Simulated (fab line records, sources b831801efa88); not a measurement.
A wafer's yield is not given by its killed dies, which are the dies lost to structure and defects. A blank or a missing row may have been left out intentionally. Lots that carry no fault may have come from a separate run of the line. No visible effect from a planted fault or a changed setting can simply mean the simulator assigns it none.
Which tool did it?    flow gf180mcu    33 wafers from 11 lots sampled at 6 of the route's 602 steps

== WHAT THE GAUGES READ, wafer by wafer ==
GF_M5_OVL_MEAS_08. Usual: M5_OVL gives -6 nm (standard deviation 6.4).
lot   measured      on          M5_OVL (nm)  flag
L262  day 26 09:33  overlay-01  -15 -8 -14   
L264  day 26 18:51  overlay-01  -11 -10 -10  
L266  day 27 05:12  overlay-01  1 0 -2       
L269  day 28 15:15  overlay-01  -10 -6 -7    
L270  day 28 20:21  overlay-01  -10 -8 -10   
L271  day 29 11:22  overlay-02  -2 -3 -2     
L277  day 31 06:06  overlay-02  -5 -3 -3     
L282  day 32 12:20  overlay-02  -12 -3 -19   
L284  day 32 17:32  overlay-02  -12 -11 -6   
L283  day 32 18:14  overlay-01  4 3 9        
L285  day 32 21:53  overlay-02  -10 -14 -3   

GF_V5_THK_MEAS_01. Usual: V5_CVD_00_THK gives 300.9 nm (standard deviation 2.9).
lot   measured      on             V5_CVD_00_THK (nm)  flag
L262  day 26 10:20  film-metro-02  296.8 302.9 297.2   
L264  day 26 19:37  film-metro-02  301.3 303.2 307.6   
L266  day 27 05:58  film-metro-02  299.0 295.6 298.6   
L269  day 28 16:10  film-metro-02  304.2 299.3 303.8   
L270  day 28 21:15  film-metro-04  306.5 305.2 303.3   
L271  day 29 12:10  film-metro-03  297.5 302.3 302.6   
L277  day 31 06:54  film-metro-04  302.6 304.2 302.9   
L282  day 32 13:07  film-metro-03  303.2 305.6 302.7   
L284  day 32 18:19  film-metro-03  301.9 300.5 300.0   
L283  day 32 19:01  film-metro-04  305.2 302.5 303.6   
L285  day 32 22:40  film-metro-03  303.0 301.3 303.5   

GF_TOP_METAL_RS_MEAS_05: measures by four-point-probe. Usual: TOP_METAL_ALCU_RS gives 0.0326 ohm/sq (standard deviation 0.00035).
lot   measured      on             TOP_METAL_ALCU_RS (ohm/sq)  flag
L262  day 27 09:08  film-metro-04  0.0324 0.0319 0.0325        
L264  day 27 18:11  film-metro-01  0.0324 0.0326 0.0324        
L266  day 28 04:46  film-metro-01  0.0325 0.0327 0.0326        
L269  day 29 13:25  film-metro-01  0.0321 0.0325 0.0326        
L270  day 29 18:42  film-metro-01  0.0335 0.0329 0.0329        
L271  day 30 09:09  film-metro-03  0.0328 0.0326 0.0329        
L277  day 32 02:14  film-metro-03  0.0326 0.0379 0.0330        OFF
L282  day 33 07:09  film-metro-03  0.0326 0.0321 0.0325        
L284  day 33 12:38  film-metro-01  0.0327 0.0326 0.0327        
L283  day 33 14:01  film-metro-01  0.0323 0.0324 0.0327        
L285  day 33 16:47  film-metro-04  0.0327 0.0323 0.0329        

GF_TOP_METAL_THK_MEAS_06: measures by xrf. Usual: TOP_METAL_ALCU_THK gives 888 nm (standard deviation 10).
lot   measured      on             TOP_METAL_ALCU_THK (nm)  flag
L262  day 27 09:14  film-metro-04  890 900 889              
L264  day 27 18:18  film-metro-01  887 880 889              
L266  day 28 04:52  film-metro-01  887 878 881              
L269  day 29 13:32  film-metro-01  894 889 881              
L270  day 29 18:49  film-metro-01  856 878 879              
L271  day 30 09:15  film-metro-03  881 892 883              
L277  day 32 02:21  film-metro-03  889 767 880              OFF
L282  day 33 07:16  film-metro-03  892 905 893              
L284  day 33 12:45  film-metro-01  879 883 879              
L283  day 33 14:08  film-metro-01  895 891 885              
L285  day 33 16:54  film-metro-04  896 903 880              

== WHAT TOOL EACH LOT RAN ON (gives the tool, then ch and the chambers of the sampled wafers, and finally the start) ==
lot   GF_MIM_STRIP_20                       GF_TOP_METAL_SPUTTER_02
L262  plasma-asher-01 ch 0,1, day 25 11:46  pvd-sputter-01, day 27 09:00
L264  plasma-asher-02 ch 0,1, day 25 21:24  pvd-sputter-03, day 27 18:05
L266  plasma-asher-01 ch 0,1, day 26 08:40  pvd-sputter-03, day 28 04:39
L269  plasma-asher-01 ch 0,1, day 27 19:41  pvd-sputter-01, day 29 13:20
L270  plasma-asher-02 ch 1, day 28 00:54    pvd-sputter-02, day 29 18:37
L271  plasma-asher-02 ch 0,1, day 28 15:34  pvd-sputter-03, day 30 09:01
L277  plasma-asher-01 ch 1, day 30 11:16    pvd-sputter-03, day 32 02:08
L282  plasma-asher-04 ch 0,1, day 31 19:29  pvd-sputter-01, day 33 07:02
L284  plasma-asher-01 ch 0,1, day 32 00:47  pvd-sputter-01, day 33 12:32
L283  plasma-asher-02 ch 0,1, day 32 01:05  pvd-sputter-01, day 33 13:56
L285  plasma-asher-04 ch 0,1, day 32 05:47  pvd-sputter-02, day 33 16:41
- GF_MIM_STRIP_20: strips in O2/N2.
- GF_TOP_METAL_SPUTTER_02: material AlCu, target thk 900 nm, time 47.82 s.

== WHAT THE TOOLS THEMSELVES READ (means of the sampled wafers that have a number; where no wafer has one, the mark that the record gives instead) ==
GF_MIM_STRIP_20. Usual: drypump-motor-current-A 5.7 A, standard deviation 0.35; heater-power-w 332 W, standard deviation 17; oes-product-au 0.692 a.u., standard deviation 0.0047; strip-time-to-endpoint-s 11.21 s, standard deviation 0.041.
lot   tool             drypump-motor-current-A (A)  heater-power-w (W)  oes-product-au (a.u.)  strip-time-to-endpoint-s (s)  flag
L262  plasma-asher-01  5.9                          344                 0.690                  11.19                         
L264  plasma-asher-02  6.0                          340                 0.692                  11.19                         
L266  plasma-asher-01  6.0                          337                 0.697                  11.21                         
L269  plasma-asher-01  5.9                          334                 0.689                  11.22                         
L270  plasma-asher-02  5.6                          325                 0.698                  11.27                         
L271  plasma-asher-02  5.8                          332                 0.692                  11.22                         
L277  plasma-asher-01  5.6                          358                 0.687                  11.18                         
L282  plasma-asher-04  5.3                          324                 0.694                  11.24                         
L284  plasma-asher-01  5.8                          348                 0.690                  11.19                         
L283  plasma-asher-02  6.0                          336                 0.693                  11.25                         
L285  plasma-asher-04  5.3                          326                 0.692                  11.17                         

GF_TOP_METAL_SPUTTER_02. Usual: cathode-dc-power-W 10600 W, standard deviation 1.9; throttle-valve-pct 30.2 %, standard deviation 1.1.
lot   tool            cathode-dc-power-W (W)  throttle-valve-pct (%)  flag
L262  pvd-sputter-01  10601                   29.6                    
L264  pvd-sputter-03  10599                   30.7                    
L266  pvd-sputter-03  10601                   31.7                    
L269  pvd-sputter-01  10600                   29.7                    
L270  pvd-sputter-02  10602                   29.7                    
L271  pvd-sputter-03  10599                   31.0                    
L277  pvd-sputter-03  10185                   31.7                    OFF
L282  pvd-sputter-01  10602                   30.1                    
L284  pvd-sputter-01  10601                   29.7                    
L283  pvd-sputter-01  10600                   30.0                    
L285  pvd-sputter-02  10600                   29.3                    

== THE ANSWER, worked out from the rows above alone ==
Rule: lot off if the mean of its wafers having a number is beyond 3 standard deviations from the usual mean. Also off: a lot with no number at a reading for which 4 or more lots have one. The other lots that the step has rows for count as sound. Order of review: gauges by route order, followed by the tools' own readings, for which a lot's mean as printed above is used. The first step at which some lot is off is used, and at that step the reading that is off furthest; a lot without a number counts as furthest.
Off: at GF_TOP_METAL_RS_MEAS_05 (TOP_METAL_ALCU_RS), L277.
If a tool, at a process step before that reading, ran all the lots that are off and no sound lot after the first of them, it fits. The gauges at GF_TOP_METAL_RS_MEAS_05 aren't tried: what is off there is off at GF_TOP_METAL_SPUTTER_02 too, on other tools, and a gauge's error can't cause that. One fits: GF_TOP_METAL_SPUTTER_02 on pvd-sputter-03. Its last sound lot is L271 (day 30 09:01), its first lot that is off L277 (day 32 02:08): a fault that began between those two fits.
The tool's own readings at GF_TOP_METAL_SPUTTER_02 bear it out: on the lots that are off they differ by more than 5 times the standard deviation of the sound lots' means. cathode-dc-power-W reads 10185 W there against 10600 W on the sound lots.

== WHAT WAS PUT IN BY THE SIMULATOR ==
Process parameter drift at GF_TOP_METAL_SPUTTER_02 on pvd-sputter-03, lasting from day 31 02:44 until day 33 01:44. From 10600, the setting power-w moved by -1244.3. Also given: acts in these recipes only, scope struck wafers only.
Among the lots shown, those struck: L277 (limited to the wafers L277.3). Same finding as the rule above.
